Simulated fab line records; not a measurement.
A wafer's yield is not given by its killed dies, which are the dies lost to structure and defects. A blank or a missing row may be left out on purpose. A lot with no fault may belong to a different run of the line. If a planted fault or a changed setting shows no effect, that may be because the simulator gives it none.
The same fault as seen by 2 desks / flow sky130 / every desk sees just its own numbers, and what lay behind them comes last

== THE METROLOGY DESK ==
What the gauges read, lot by lot, whatever tool the lot ran on: means of the sampled wafers that have a number. If a lot's mean is further than 4 standard deviations from the usual mean, the lot is out of limits and carries the mark OUT (the distance appears in the brackets).
Columns: A = cd_nm at SKY_LI_CONTACT_CD_MEAS_12, usual 170.2 nm; B = LI_CONTACT_W_THK at SKY_LI_CONTACT_THK_MEAS_23, usual 400 nm; C = CONTACT_CVD_00_THK at SKY_CONTACT_THK_MEAS_01, usual 75.0 nm
lot=L656; first seen here=day 29 17:16; A=172.3; B=399; C=74.8
lot=L657; first seen here=day 29 23:52; A=171.0; B=402; C=75.0
lot=L658; first seen here=day 30 15:14; A=172.2; B=404; C=76.0
lot=L660; first seen here=day 31 10:08; A=170.6; B=406; C=75.6
lot=L661; first seen here=day 31 17:28; A=170.9; B=388; C=75.0
lot=L662; first seen here=day 31 18:26; A=169.8; B=403; C=76.4
lot=L664; first seen here=day 32 10:11; A=170.4; B=400; C=73.6
lot=L669; first seen here=day 33 21:05; A=170.6; B=402; C=74.2
lot=L670; first seen here=day 34 00:02; A=170.5; B=397; C=74.8
lot=L671; first seen here=day 34 13:49; A=169.9; B=405; C=74.9
lot=L674; first seen here=day 35 10:59; A=167.9; B=394; C=74.8
lot=L675; first seen here=day 36 01:20; A=171.3; B=403; C=74.6
lot=L678; first seen here=day 36 16:30; A=170.9; B=397; C=74.8
Result from this desk: across the 13 lots, nothing is out of limits.

== AT THE TOOL OWNER'S DESK: plasma_asher-01 ==
The tool's own readings at SKY_LOCAL_INTERCONNECT_STRIP_15 (strips in O2/N2): means of the sampled wafers that have a number, for each lot that ran on this tool. If a lot's mean is further than 4 standard deviations from the usual mean, the lot is out of limits and carries the mark OUT (the distance appears in the brackets).
Columns: A = drypump_motor_current_A at SKY_LOCAL_INTERCONNECT_STRIP_15, usual 5.6 A; B = oes_product_au at SKY_LOCAL_INTERCONNECT_STRIP_15, usual 0.427 a.u.; C = strip_time_to_endpoint_s at SKY_LOCAL_INTERCONNECT_STRIP_15, usual 4.708 s
lot=L656; first seen here=day 30 22:55; A=5.3; B=0.426; C=4.717
lot=L660; first seen here=day 32 15:47; A=5.4; B=0.425; C=4.696
lot=L661; first seen here=day 32 21:52; A=5.4; B=0.424; C=4.704
lot=L664; first seen here=day 33 13:49; A=5.4; B=0.431; C=4.741
lot=L669; first seen here=day 35 02:01; A=5.4; B=0.432; C=4.725
lot=L670; first seen here=day 35 04:26; A=5.4; B=0.429; C=4.706
Result from this desk: across the 6 lots, nothing is out of limits.

== PUT TOGETHER ==
The metrology desk saw nothing out of limits.
Nothing out of limits was seen by the tool owner's desk.

== WHAT THE SIMULATOR HAD PUT IN ==
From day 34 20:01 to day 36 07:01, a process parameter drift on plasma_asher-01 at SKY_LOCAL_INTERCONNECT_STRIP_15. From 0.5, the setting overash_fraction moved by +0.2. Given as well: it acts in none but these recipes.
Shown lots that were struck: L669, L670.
